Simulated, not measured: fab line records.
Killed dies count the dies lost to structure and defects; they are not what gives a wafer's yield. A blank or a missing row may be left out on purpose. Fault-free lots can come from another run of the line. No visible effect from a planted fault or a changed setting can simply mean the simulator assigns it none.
fab line records + flow sky130
record:
- lots: 14
- wafers: 42
- last_day: 50
route steps=708 shown CONTACT@424
lots that met no fault: taken from a fault-free run of the same line
start_h: hours from the record's opening day to when the first of the lot's shown wafers began + wait_h: time in hours since the lot's previous step + " unchanged from the row above + L1.1+2: one row covering several wafers at once + - no value, or no start was given + * or withheld: withheld + < > ~ a bound
route shown NAME@n: names a module that has steps shown in the file, with the first one's number in the route + usual: the fault-free wafers' mean and standard deviation + same: alike in all rows + chamber/n: place in a boat + sites: readings site by site + _std_site: the standard deviation of these + _edge_site: inner sites' mean taken away from outer sites' mean + radius_mm: for every site, how far away it sits from the centre of the wafer + mask NAME#n: copy n + behind: the last tool/chamber to shape the wafer + hold: why the lot went on hold/how many hours it stayed there/how the hold came to an end + device: transistor that didn't switch, given as n, p or np + end of line: tests of these same wafers at the route's end + a step with no rows: only its recipe + killed: dies that structure and defects cost at the first sort, which is not the same as the wafer's yield + map: a wafer's dies, x killed, . not, _ none there
set.NAME: the setting as run; set.NAME@STEP: as run at that earlier step + model.NAME: the simulator's own value behind a step, which no gauge read
route steps across a sampled set of lots; one table per step, one row per wafer
services: a tool's chamber out of use, with start hour (start_h, from the record's first day; less than 0 if before it), hours out, and reason
== steps ==
step: SKY_CONTACT_ETCH_18
recipe:
- target: Si3N4
- chemistry: CHF3/O2
- stop_on: TiN
- source_w: 600
- bias_w: 200
- pressure_mtorr: 40
- chf3_flow_sccm: 50
- O2_flow_sccm: 5
- time_s: 39
- target_depth_a: 750
usual:
- chf3_flow_sccm: 50.03/0.16
- drypump_motor_current_A: 5.6/0.39
- oes_product_au: 0.859/0.0084
- rf_fwd_power_W: 593.3/2.5
- throttle_valve_pct: 8.794/0.0094
| lot.wafer | tool        | chamber | start_h | wait_h | chf3_flow_sccm | drypump_motor_current_A | oes_product_au | rf_fwd_power_W | rf_hours_counter_h | throttle_valve_pct |
|-----------|-------------|---------|---------|--------|----------------|-------------------------|----------------|----------------|--------------------|--------------------|
| L558.1    | rie_diel-02 | 3       | 754     | -      | 50.25          | 5.2                     | 0.861          | 594.7          | 15                 | 8.785              |
| L558.2    | "           | 1       | "       | "      | 50.32          | 5.5                     | 0.851          | 595.5          | 4                  | 8.782              |
| L558.3    | "           | 2       | "       | "      | 50.09          | 6.0                     | 0.858          | 591.5          | 25                 | 8.782              |
| L559.2    | rie_diel-04 | 0       | 760     | -      | 50.00          | 5.3                     | 0.860          | 594.0          | 5                  | 8.787              |
| L559.3    | "           | 1       | "       | "      | 50.14          | 5.8                     | 0.852          | 595.3          | 3                  | 8.794              |
| L559.6    | "           | 0       | "       | "      | 50.08          | 5.3                     | 0.860          | 596.0          | -                  | 8.808              |
| L560.3    | rie_diel-04 | 0       | 764     | -      | 49.89          | 5.3                     | 0.851          | 594.2          | 5                  | 8.785              |
| L560.4    | "           | 3       | "       | "      | 49.97          | 6.0                     | 0.855          | 592.9          | 4                  | 8.797              |
| L560.6    | "           | 1       | "       | "      | 50.14          | 5.7                     | 0.861          | 597.3          | -                  | 8.803              |
| L561.1    | rie_diel-04 | 3       | 772     | -      | 49.67          | 6.0                     | 0.856          | 591.9          | 4                  | 8.804              |
| L561.2    | "           | 1       | "       | "      | 50.11          | 5.7                     | 0.857          | 597.3          | 3                  | 8.786              |
| L561.4    | "           | 0       | "       | "      | 50.23          | 5.3                     | 0.871          | 592.2          | 5                  | 8.807              |
| L562.3    | rie_diel-02 | 2       | 777     | -      | 50.08          | 6.0                     | 0.850          | 596.9          | 26                 | 8.799              |
| L562.4    | "           | 2       | "       | "      | 49.92          | 6.0                     | 0.865          | 596.6          | -                  | 8.789              |
| L562.5    | "           | 3       | "       | "      | 50.05          | 5.2                     | 0.854          | 592.6          | -                  | 8.789              |
| L563.3    | rie_diel-03 | 0       | 805     | -      | 50.05          | 5.7                     | 0.853          | 585.2          | 24                 | 8.798              |
| L563.5    | "           | 2       | "       | "      | 49.91          | 5.3                     | 0.862          | 595.7          | -                  | 8.790              |
| L563.6    | "           | 1       | "       | "      | 50.17          | 5.0                     | 0.873          | 592.9          | -                  | 8.813              |
| L564.2    | rie_diel-04 | 1       | 807     | -      | 49.74          | 5.7                     | 0.852          | 595.2          | 4                  | 8.809              |
| L564.5    | "           | 1       | "       | "      | 49.86          | 5.8                     | 0.850          | 593.8          | -                  | 8.810              |
| L564.6    | "           | 0       | "       | "      | 50.17          | 5.3                     | 0.855          | 593.9          | -                  | 8.798              |
| L565.3    | rie_diel-03 | 1       | 810     | -      | 50.01          | 5.0                     | 0.868          | 594.8          | 16                 | 8.788              |
| L565.4    | "           | 0       | "       | "      | 49.98          | 5.7                     | 0.875          | 586.3          | 24                 | 8.795              |
| L565.6    | "           | 2       | "       | "      | 50.09          | 5.4                     | 0.858          | 598.0          | -                  | 8.798              |
| L567.3    | rie_diel-04 | 3       | 816     | -      | 49.99          | 6.0                     | 0.849          | 592.4          | 6                  | 8.792              |
| L567.4    | "           | 2       | "       | "      | 50.15          | 5.2                     | 0.864          | 592.4          | 6                  | 8.798              |
| L567.5    | "           | 3       | "       | "      | 50.21          | 6.0                     | 0.857          | 590.5          | -                  | 8.786              |
| L571.1    | rie_diel-02 | 3       | 852     | -      | 49.89          | 5.2                     | 0.851          | 592.1          | 18                 | 8.812              |
| L571.4    | "           | 0       | "       | "      | 50.02          | 5.2                     | 0.857          | 591.5          | -                  | 8.814              |
| L571.6    | "           | 1       | "       | "      | 49.95          | 5.5                     | 0.856          | 593.6          | -                  | 8.803              |
| L574.4    | rie_diel-02 | 2       | 867     | -      | 49.89          | 6.0                     | 0.883          | 497.7          | 0                  | 8.787              |
| L574.5    | "           | 3       | "       | "      | 50.07          | 5.2                     | 0.868          | 589.8          | -                  | 8.805              |
| L574.6    | "           | 2       | "       | "      | 50.14          | 6.0                     | 0.866          | 497.2          | -                  | 8.780              |
| L575.1    | rie_diel-02 | 0       | 877     | -      | 50.25          | 5.3                     | 0.852          | 592.5          | 3                  | 8.785              |
| L575.2    | "           | 1       | "       | "      | 49.87          | 5.5                     | 0.872          | 596.3          | 8                  | 8.782              |
| L575.6    | "           | 2       | "       | "      | 50.22          | 6.1                     | 0.869          | 498.9          | -                  | 8.798              |
| L578.2    | rie_diel-04 | 1       | 908     | -      | 50.27          | 5.7                     | 0.851          | 594.8          | 7                  | 8.793              |
| L578.3    | "           | 0       | "       | "      | 49.84          | 5.3                     | 0.865          | 590.4          | 10                 | 8.799              |
| L578.5    | "           | 0       | "       | "      | 50.22          | 5.3                     | 0.852          | 594.1          | -                  | 8.786              |
| L579.1    | rie_diel-03 | 2       | 910     | -      | 49.79          | 5.4                     | 0.851          | 595.2          | 15                 | 8.777              |
| L579.2    | "           | 3       | "       | "      | 50.06          | 6.5                     | 0.849          | 593.0          | 19                 | 8.800              |
| L579.3    | "           | 0       | "       | "      | 50.05          | 5.7                     | 0.861          | 587.3          | 0                  | 8.788              |
== services ==
| tool        | chamber | start_h | hours | kind           |
|-------------|---------|---------|-------|----------------|
| rie_diel-02 | 0       | 732.10  | 16.2  | repair         |
| rie_diel-02 | 0       | 748.33  | -     | clean          |
| rie_diel-02 | 0       | 748.33  | 17.5  | scheduled_down |
| rie_diel-02 | 0       | 748.33  | 17.5  | vent_cycle     |
| rie_diel-04 | 2       | 755.38  | 4.5   | repair         |
| rie_diel-02 | 1       | 773.67  | 5.8   | repair         |
| rie_diel-04 | -       | 794.53  | 0.4   | repair         |
| rie_diel-03 | -       | 824.50  | 2.8   | pm             |
| rie_diel-02 | 2       | 847.54  | -     | clean          |
| rie_diel-02 | 2       | 847.54  | 10.6  | scheduled_down |
| rie_diel-02 | 2       | 847.54  | 10.6  | vent_cycle     |
| rie_diel-03 | 0       | 871.80  | -     | clean          |
| rie_diel-03 | 0       | 871.80  | 22.1  | scheduled_down |
| rie_diel-03 | 0       | 871.80  | 22.1  | vent_cycle     |
| rie_diel-03 | 1       | 895.51  | 5.1   | repair         |
| rie_diel-03 | 0       | 900.06  | 8.6   | repair         |
| rie_diel-04 | 0       | 901.71  | 4.2   | repair         |
| rie_diel-03 | 1       | 909.86  | 4.5   | repair         |
== key ==
first_sign:
- step: SKY_CONTACT_ETCH_18
- reading: rf_fwd_power_W
- direction: down
- sigmas: 38
- usual: 593.3
- struck: 497.9
effect none on later readings
met_at SKY_CONTACT_ETCH_18
struck_lots L574,L575
struck_wafers L574.4,L574.6,L575.6
tester_left_out L574,L575
onset_between 777 867
fault:
- kind: process_parameter_drift
- tool: rie_diel-02
- chamber: 2
- onset_h: 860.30
- steps: SKY_CONTACT_ETCH_18
- channel: source_w
- offset: -96
- shape: step
- end_h: 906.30
- acts_in: these_recipes_only
- stated: 600
tester_left_out: of these lots the tester's yield and bins aren't shown, on N5 and GAA mostly nor the transistor test; their killed dies are dies lost to structure and defects alone, not to doping, threshold or leakage, so they don't give the yield
